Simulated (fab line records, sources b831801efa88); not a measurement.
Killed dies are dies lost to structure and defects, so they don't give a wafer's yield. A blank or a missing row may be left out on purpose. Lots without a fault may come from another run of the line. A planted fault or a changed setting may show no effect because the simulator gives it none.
Chamber matching | flow gf180mcu | GF_V4_CMP_04 on cmp-01: 4 sister chambers
The step polishes SiO2. 8 wafers are shown with their chamber, then 10 later ones without.

WAFERS WITH THEIR CHAMBER
wafer  | chamber | motor_current_A (A) | time_to_endpoint_s (s)
L083.6 | 3       | 11.2                | 84
L086.3 | 2       | 10.4                | 78
L086.6 | 0       | 13.8                | 81
L087.1 | 2       | 10.4                | 76
L087.2 | 1       | 9.8                 | 80
L087.6 | 3       | 10.7                | 85
L089.2 | 0       | 14.2                | 73
L089.3 | 1       | 10.1                | 79

WAFERS WITHOUT THEIR CHAMBER
wafer  | motor_current_A (A) | time_to_endpoint_s (s)
L089.5 | 10.1                | 87
L090.1 | 11.6                | 77
L090.4 | 14.4                | 73
L090.6 | 13.7                | 79
L094.1 | 11.0                | 85
L094.2 | 10.3                | 81
L094.5 | 14.2                | 80
L097.2 | 11.6                | 86
L097.4 | 10.9                | 86
L097.5 | 9.4                 | 88

WHICH CHAMBER EACH WENT THROUGH
wafer  | from the rows above          | in truth
L089.5 | can't be placed: 1 or 3 or 2 | 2
L090.1 | can't be placed: 3 or 2      | 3
L090.4 | 0                            | 0
L090.6 | 0                            | 0
L094.1 | 3                            | 3
L094.2 | can't be placed: 2 or 1 or 3 | 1
L094.5 | 0                            | 0
L097.2 | 3                            | 3
L097.4 | 3                            | 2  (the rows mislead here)
L097.5 | can't be placed: 1 or 2      | 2
Placed correctly: 5 of 10. Can't be placed from these rows: 4 (the true chamber is among the candidates in 4). Placed wrongly: 1.
How it was worked out, from the rows above alone: a wafer's distance from a chamber is the root of the sum, over the readings, of the square of ((its reading less the chamber's mean) divided by the reading's scatter). The wafer belongs to the nearest chamber; if the next one is less than 2 further off, it can't be placed. A chamber's mean is the mean of its shown wafers. The scatter: the root of (the sum of the squares of (reading less its chamber's mean) over the shown wafers, divided by (wafers less chambers)).
